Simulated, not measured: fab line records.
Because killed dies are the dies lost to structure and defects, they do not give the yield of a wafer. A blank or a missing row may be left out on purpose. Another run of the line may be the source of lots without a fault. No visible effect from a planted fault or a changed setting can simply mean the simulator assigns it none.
Which tool is to blame? | flow gf180mcu | 13 lots with 39 wafers sampled at 5 steps, on a route of 602 steps

## WHAT EACH GAUGE READ, for each wafer
GF_NSD_CD_MEAS_07: the cd target is 400 nm. Usual: cd nm 400.0 nm, standard deviation 2.2.
lot  | measured     | on        | cd nm (nm)        | flag
L763 | day 13 09:30 | cd sem-02 | 399.1 398.1 399.3 |
L764 | day 13 19:29 | cd sem-02 | 397.3 398.6 397.6 |
L765 | day 14 01:59 | cd sem-01 | 399.4 397.2 397.1 |
L766 | day 14 07:27 | cd sem-02 | 400.6 400.1 400.0 |
L767 | day 14 15:18 | cd sem-01 | 399.7 404.0 400.4 |
L768 | day 15 04:12 | cd sem-01 | 404.0 402.1 403.3 |
L776 | day 18 06:43 | cd sem-02 | 399.5 397.8 399.5 |
L777 | day 18 08:51 | cd sem-02 | 401.8 401.8 403.7 |
L778 | day 18 12:33 | cd sem-01 | 402.1 399.3 398.4 |
L781 | day 20 01:41 | cd sem-02 | 399.5 397.6 397.8 |
L784 | day 21 00:28 | cd sem-02 | 403.9 405.7 402.8 |
L783 | day 21 00:54 | cd sem-01 | 400.6 401.3 403.3 |
L785 | day 21 23:18 | cd sem-02 | 401.1 401.8 403.1 |

GF_NSD_TW_MEAS_12. Usual: NSD_TW typically reads 4273, with standard deviation 39.
lot  | measured     | on            | NSD_TW         | flag
L763 | day 13 10:02 | film metro-03 | 4272 4269 4293 |
L764 | day 13 20:02 | film metro-02 | 4234 4219 4250 |
L765 | day 14 02:32 | film metro-01 | 4286 4288 4303 |
L766 | day 14 07:59 | film metro-01 | 4293 4290 4306 |
L767 | day 14 15:50 | film metro-01 | 4284 4324 4324 |
L768 | day 15 04:46 | film metro-03 | 4261 4290 4258 |
L776 | day 18 07:16 | film metro-01 | 4328 4346 4328 |
L777 | day 18 09:23 | film metro-02 | 4233 4232 4233 |
L778 | day 18 13:05 | film metro-01 | 4347 4366 4342 |
L781 | day 20 02:14 | film metro-02 | 4239 4242 4254 |
L784 | day 21 01:00 | film metro-03 | 4236 4272 4239 |
L783 | day 21 01:26 | film metro-02 | 4200 4195 4216 |
L785 | day 21 23:52 | film metro-02 | 4239 4238 4233 |

GF_PSD_RS_MEAS_14: measures by four-point-probe. Usual: NSD_RS typically reads 46.10 ohm/sq, with standard deviation 0.079.
lot  | measured     | on            | NSD_RS (ohm/sq)   | flag
L763 | day 14 06:30 | film metro-01 | 46.14 46.09 46.06 |
L764 | day 14 17:56 | film metro-01 | 46.10 45.97 46.05 |
L765 | day 14 23:45 | film metro-02 | 46.28 46.09 46.15 |
L766 | day 15 06:05 | film metro-03 | 45.99 45.99 45.98 |
L767 | day 15 13:09 | film metro-02 | 43.90 43.82 43.98 | OFF
L768 | day 16 01:24 | film metro-01 | 43.99 43.81 43.90 | OFF
L776 | day 19 08:29 | film metro-01 | 46.11 46.15 46.12 |
L777 | day 19 09:55 | film metro-01 | 46.13 46.17 46.12 |
L778 | day 19 13:58 | film metro-01 | 46.06 46.15 46.11 |
L781 | day 21 03:18 | film metro-03 | 46.23 46.02 46.11 |
L784 | day 22 00:56 | film metro-03 | 46.14 46.16 46.01 |
L783 | day 22 01:14 | film metro-01 | 46.07 46.13 46.09 |
L785 | day 22 22:49 | film metro-03 | 46.09 46.15 46.08 |

GF_PSD_RS_MEAS_15: measures by four-point-probe. Usual: PSD_RS typically reads 108.49 ohm/sq, with standard deviation 0.26.
lot  | measured     | on            | PSD_RS (ohm/sq)      | flag
L763 | day 14 06:37 | film metro-01 | 108.49 108.64 108.29 |
L764 | day 14 18:03 | film metro-01 | 108.43 108.27 108.12 |
L765 | day 14 23:52 | film metro-02 | 109.06 108.29 108.84 |
L766 | day 15 06:12 | film metro-03 | 108.51 108.48 108.24 |
L767 | day 15 13:16 | film metro-02 | 103.54 103.67 103.98 | OFF
L768 | day 16 01:31 | film metro-01 | 103.96 104.10 104.14 | OFF
L776 | day 19 08:37 | film metro-01 | 108.92 108.37 108.65 |
L777 | day 19 10:02 | film metro-01 | 108.44 108.46 108.46 |
L778 | day 19 14:05 | film metro-01 | 107.91 108.15 108.31 |
L781 | day 21 03:25 | film metro-03 | 108.58 108.18 108.69 |
L784 | day 22 01:04 | film metro-03 | 108.53 108.50 108.56 |
L783 | day 22 01:22 | film metro-01 | 108.53 108.43 108.43 |
L785 | day 22 22:56 | film metro-03 | 108.48 108.35 108.43 |

## TOOL THAT RAN EACH LOT (tool first, then ch and the chambers of the sampled wafers, then the start)
lot  | GF_PSD_RTA_13
L763 | rtp anneal-02 ch 0, day 14 06:25
L764 | rtp anneal-01 ch 0, day 14 17:50
L765 | rtp anneal-01 ch 0, day 14 23:40
L766 | rtp anneal-01 ch 0, day 15 05:59
L767 | rtp anneal-01 ch 0, day 15 13:04
L768 | rtp anneal-01 ch 0, day 16 01:19
L776 | rtp anneal-01 ch 0, day 19 08:25
L777 | rtp anneal-02 ch 0, day 19 09:50
L778 | rtp anneal-02 ch 0, day 19 13:52
L781 | rtp anneal-01 ch 0, day 21 03:13
L784 | rtp anneal-01 ch 0, day 22 00:51
L783 | rtp anneal-02 ch 0, day 22 01:09
L785 | rtp anneal-01 ch 0, day 22 22:44
- GF_PSD_RTA_13: time 20 s.

## AS READ BY THE TOOLS THEMSELVES (means over the sampled wafers that have a number; for cases with no such wafer, the mark the record gives instead)
GF_PSD_RTA_13. Usual: lamp power pct 34.1 %, standard deviation 0.78; run length s 48.8 s, standard deviation 0.51; wafer_temp_C_max 1028.9, standard deviation 1.3.
lot  | tool          | lamp power pct (%) | run length s (s) | wafer_temp_C_max | flag
L763 | rtp anneal-02 | 35.1               | 48.9             | 1030.1           |
L764 | rtp anneal-01 | 33.4               | 48.8             | 1028.7           |
L765 | rtp anneal-01 | 33.5               | 48.6             | 1028.4           |
L766 | rtp anneal-01 | 33.4               | 48.5             | 1027.5           |
L767 | rtp anneal-01 | 33.4               | 59.1             | 1028.8           | OFF
L768 | rtp anneal-01 | 33.4               | 59.0             | 1027.8           | OFF
L776 | rtp anneal-01 | 33.4               | 48.6             | 1028.8           |
L777 | rtp anneal-02 | 35.0               | 48.7             | 1030.6           |
L778 | rtp anneal-02 | 35.1               | 48.9             | 1030.8           |
L781 | rtp anneal-01 | 33.4               | 48.5             | 1027.5           |
L784 | rtp anneal-01 | 33.4               | 48.6             | 1027.9           |
L783 | rtp anneal-02 | 35.0               | 48.9             | 1030.6           |
L785 | rtp anneal-01 | 33.4               | 48.7             | 1027.9           |

## THE ANSWER, worked out from the rows above alone
Rule: take the mean of a lot's wafers that have a number; if it is more than 3 standard deviations from the usual mean, the lot is off. A lot without any number at a reading at which 4 lots or more have one is off too. Any other lot the step has rows for is counted as sound. First the gauges in route order, then the tools' own readings, where a lot's mean is used as printed above. At the first step where some lot is off, the reading lying furthest off is the one used; lots without a number count as furthest.
Off: L767, L768, at GF_PSD_RS_MEAS_14 (NSD_RS).
If a tool, at a process step before that reading, ran all the lots that are off and no sound lot after the first of them, it fits. Not tried: the gauges at GF_PSD_RS_MEAS_14; whatever is off there is also off at GF_PSD_RTA_13, on other tools, and gauge error can't account for it. Of those tried, none fits.

## WHAT THE SIMULATOR HAD PUT IN
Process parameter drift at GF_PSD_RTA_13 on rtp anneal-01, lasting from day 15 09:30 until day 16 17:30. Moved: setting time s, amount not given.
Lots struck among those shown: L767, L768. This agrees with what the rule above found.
